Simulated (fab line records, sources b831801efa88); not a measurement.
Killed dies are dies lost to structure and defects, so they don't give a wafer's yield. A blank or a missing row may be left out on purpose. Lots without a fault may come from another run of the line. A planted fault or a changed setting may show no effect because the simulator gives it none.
Which tool did it? | flow sky130 | 13 lots, 39 wafers sampled, at 5 steps of a route of 708

WHAT THE GAUGES READ, wafer by wafer
SKY_FIELD_ISO_THK_MEAS_25.
lot  | measured    | on            | FIELD_ISO_CVD_24_THK (nm)
L218 | day 2 15:04 | film_metro-01 | 591 592 586
L222 | day 3 13:37 | film_metro-01 | 603 593 601
L224 | day 3 20:17 | film_metro-04 | 589 601 589
L226 | day 4 05:02 | film_metro-03 | 600 606 595
L230 | day 5 02:48 | film_metro-03 | 601 592 592
L232 | day 5 13:14 | film_metro-04 | 602 600 605
L233 | day 5 19:13 | film_metro-01 | 587 595 588
L234 | day 5 23:04 | film_metro-04 | 595 602 592
L235 | day 6 04:38 | film_metro-03 | 579 595 594
L236 | day 6 09:44 | film_metro-01 | 588 602 607
L237 | day 6 15:11 | film_metro-01 | 591 594 602
L238 | day 6 19:19 | film_metro-01 | 597 597 601
L240 | day 7 09:29 | film_metro-04 | 601 589 604

SKY_VT_ADJUST_HVTP_CD_MEAS_07: target cd 380 nm.
lot  | measured     | on        | cd_nm (nm)
L218 | day 6 11:53  | cd_sem-01 | 383.4 380.5 381.8
L222 | day 7 10:31  | cd_sem-02 | 375.2 377.6 378.6
L224 | day 7 20:31  | cd_sem-02 | 381.4 380.2 381.7
L226 | day 8 05:48  | cd_sem-02 | 380.3 378.3 378.5
L230 | day 9 11:00  | cd_sem-02 | 378.5 377.7 378.9
L232 | day 10 02:11 | cd_sem-01 | 379.8 378.3 377.6
L233 | day 10 09:46 | cd_sem-01 | 378.2 378.4 375.7
L234 | day 10 15:22 | cd_sem-02 | 379.9 384.4 383.0
L235 | day 10 18:19 | cd_sem-02 | 378.8 378.9 379.0
L236 | day 11 02:34 | cd_sem-02 | 381.8 381.0 383.8
L237 | day 11 06:35 | cd_sem-01 | 375.5 375.7 375.9
L238 | day 11 12:48 | cd_sem-02 | 381.7 382.0 381.5
L240 | day 12 07:07 | cd_sem-01 | 380.4 381.3 380.0

SKY_VT_ADJUST_HVTR_TW_MEAS_11.
lot  | measured     | on            | VT_ADJUST_HVTR_TW
L218 | day 9 22:39  | film_metro-02 | 208.5 208.8 209.2
L222 | day 11 02:46 | film_metro-02 | 223.9 225.5 224.8
L224 | day 11 15:01 | film_metro-02 | 224.2 224.1 225.1
L226 | day 12 00:14 | film_metro-04 | 229.3 228.0 227.5
L230 | day 13 11:17 | film_metro-02 | 208.3 209.9 207.5
L232 | day 14 04:50 | film_metro-03 | 206.3 205.1 205.3
L233 | day 14 13:28 | film_metro-04 | 210.5 210.5 210.9
L234 | day 14 19:28 | film_metro-03 | 205.7 205.3 205.7
L235 | day 14 19:46 | film_metro-02 | 209.1 209.4 208.8
L236 | day 15 07:47 | film_metro-04 | 210.6 210.8 210.5
L237 | day 15 10:55 | film_metro-04 | 210.3 210.4 210.9
L238 | day 15 20:29 | film_metro-04 | 209.9 210.1 210.7
L240 | day 16 17:38 | film_metro-04 | 209.8 208.7 208.8

SKY_SONOS_TUNNEL_TW_MEAS_12.
lot  | measured     | on            | SONOS_TUNNEL_TW
L218 | day 11 21:37 | film_metro-01 | 194.0 194.5 194.7
L222 | day 13 03:50 | film_metro-02 | 196.0 194.3 195.6
L224 | day 13 17:19 | film_metro-02 | 196.1 194.5 195.6
L226 | day 14 03:33 | film_metro-02 | 193.4 193.5 196.4
L230 | day 15 15:44 | film_metro-01 | 194.7 195.7 195.4
L232 | day 16 11:12 | film_metro-01 | 196.4 196.9 195.2
L233 | day 16 20:56 | film_metro-04 | 196.6 196.4 195.7
L234 | day 17 04:37 | film_metro-02 | 194.6 194.7 193.9
L235 | day 17 04:41 | film_metro-01 | 196.5 196.5 195.2
L236 | day 17 18:41 | film_metro-02 | 195.0 195.0 194.4
L237 | day 17 21:05 | film_metro-02 | 194.4 195.2 194.0
L238 | day 18 07:31 | film_metro-04 | 197.1 197.0 198.1
L240 | day 19 06:31 | film_metro-02 | 194.6 193.2 194.4

WHICH TOOL RAN EACH LOT (tool, then ch and the chambers of the sampled wafers, then the start)
lot  | SKY_VT_ADJUST_HVTR_IMPLANT_09
L218 | implanter-03 ch 0, day 9 22:27
L222 | implanter-03 ch 0, day 11 02:31
L224 | implanter-03 ch 0, day 11 14:46
L226 | implanter-03 ch 0, day 12 00:00
L230 | implanter-04 ch 0, day 13 11:03
L232 | implanter-01 ch 0, day 14 04:37
L233 | implanter-01 ch 0, day 14 13:13
L234 | implanter-01 ch 0, day 14 19:13
L235 | implanter-04 ch 0, day 14 19:31
L236 | implanter-01 ch 0, day 15 07:32
L237 | implanter-04 ch 0, day 15 10:40
L238 | implanter-01 ch 0, day 15 20:15
L240 | implanter-01 ch 0, day 16 17:23
- SKY_VT_ADJUST_HVTR_IMPLANT_09

WHAT THE TOOLS THEMSELVES READ (means of the sampled wafers that have a number; where no wafer has one, the mark that the record gives instead)
SKY_VT_ADJUST_HVTR_IMPLANT_09.
lot  | tool         | dose_ions_cm2 | faraday_current_uA
L218 | implanter-03 | 2.0986e+12    | 11.78
L222 | implanter-03 | 2.7835e+12    | 15.60
L224 | implanter-03 | 2.7844e+12    | 15.19
L226 | implanter-03 | 2.7829e+12    | 15.71
L230 | implanter-04 | 2.1015e+12    | 12.24
L232 | implanter-01 | 2.0992e+12    | 11.87
L233 | implanter-01 | 2.0999e+12    | 11.73
L234 | implanter-01 | 2.1003e+12    | 11.76
L235 | implanter-04 | 2.0997e+12    | 11.91
L236 | implanter-01 | 2.0988e+12    | 11.97
L237 | implanter-04 | 2.1000e+12    | 11.85
L238 | implanter-01 | 2.0997e+12    | 11.92
L240 | implanter-01 | 2.0976e+12    | 11.88

THE ANSWER, worked out from the rows above alone
Rule: what is usual is taken from the lots themselves. Put in order of their means at a reading, lots are off if they are a third of the lots or fewer, leave a main group of 4 or more, and stand apart from it by a gap of 3 or more times the standard deviation of the main group's means; of several such gaps the widest counts. A main group whose means are all the same, to the digits that the tables above print for the reading, isn't used. A lot without any number at a reading at which 4 lots or more have one is off too. The other lots that the step has rows for count as sound. The gauges are gone through in route order, then the tools' own readings, and for those a lot's mean is taken as printed above. The first step at which some lot is off is used, and at that step the reading that is off furthest; a lot without a number counts as furthest.
Off: L222, L224, L226, at SKY_VT_ADJUST_HVTR_TW_MEAS_11 (VT_ADJUST_HVTR_TW). The main group: mean 208.9, standard deviation 1.8.
A tool fits if, at a process step before that reading, it ran every lot that is off, and no sound lot after the first of them. The gauges at SKY_VT_ADJUST_HVTR_TW_MEAS_11 aren't tried: what is off there is off at SKY_VT_ADJUST_HVTR_IMPLANT_09 too, on other tools, and a gauge's error can't cause that. One fits: implanter-03 at SKY_VT_ADJUST_HVTR_IMPLANT_09. Its last sound lot is L218 (day 9 22:27), its first lot that is off L222 (day 11 02:31): a fault that began between those two fits.
The tool's own readings at SKY_VT_ADJUST_HVTR_IMPLANT_09 bear it out: on the lots that are off they differ by more than 5 times the standard deviation of the sound lots' means. dose_ions_cm2 reads 2.7836e+12 there against 2.0995e+12 on the sound lots; faraday_current_uA reads 15.50 there against 11.89 on the sound lots.

WHAT THE SIMULATOR HAD PUT IN
Process parameter drift: implanter-03, from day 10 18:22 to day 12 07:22, at SKY_VT_ADJUST_HVTR_IMPLANT_09. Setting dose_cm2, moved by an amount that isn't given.
Lots struck among those shown: L222, L224, L226. The rule above found the same.
